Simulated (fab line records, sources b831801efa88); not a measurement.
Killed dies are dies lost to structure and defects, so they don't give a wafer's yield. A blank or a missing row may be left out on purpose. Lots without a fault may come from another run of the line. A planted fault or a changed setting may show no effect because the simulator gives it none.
Chamber matching | flow sky130 | SKY_CONTACT_CMP_27 on cmp-02: 4 sister chambers
The step polishes, stops on SiO2, t overpolish 15 s, target thk 0 nm. 7 wafers are shown with their chamber, then 7 later ones without.

WAFERS WITH THEIR CHAMBER
wafer  | chamber | motor_current_A (A) | slurry_flow_ml_min
L849.2 | 2       | 10.1                | 150.0
L849.5 | 0       | 10.1                | 149.5
L850.1 | 2       | 9.4                 | 149.8
L850.2 | 3       | 10.6                | 150.1
L850.6 | 0       | 11.0                | 150.9
L853.3 | 1       | 11.7                | 150.7
L853.5 | 3       | 10.8                | 149.6

WAFERS WITHOUT THEIR CHAMBER
wafer  | motor_current_A (A) | slurry_flow_ml_min
L853.6 | 11.2                | 151.1
L857.1 | 10.4                | 151.1
L857.4 | 10.7                | 150.1
L857.6 | 11.5                | 150.1
L861.3 | 11.5                | 150.2
L861.5 | 10.0                | 149.5
L861.6 | 10.2                | 150.1

WHICH CHAMBER EACH WENT THROUGH
wafer  | from the rows above               | in truth
L853.6 | can't be placed: 1 or 0 or 3      | 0
L857.1 | can't be placed: 0 or 3 or 2 or 1 | 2
L857.4 | can't be placed: 0 or 3 or 2 or 1 | 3
L857.6 | can't be placed: 1 or 3 or 0      | 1
L861.3 | can't be placed: 1 or 3 or 0      | 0
L861.5 | can't be placed: 2 or 3 or 0      | 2
L861.6 | can't be placed: 0 or 2 or 3      | 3
Placed correctly: 0 of 7. Can't be placed from these rows: 7 (the true chamber is among the candidates in 7). Placed wrongly: 0.
How it was worked out, from the rows above alone: a wafer's distance from a chamber is the root of the sum, over the readings, of the square of ((its reading less the chamber's mean) divided by the reading's scatter). The wafer belongs to the nearest chamber; if the next one is less than 2 further off, it can't be placed. A chamber's mean is the mean of its shown wafers. The scatter: the root of (the sum of the squares of (reading less its chamber's mean) over the shown wafers, divided by (wafers less chambers)).
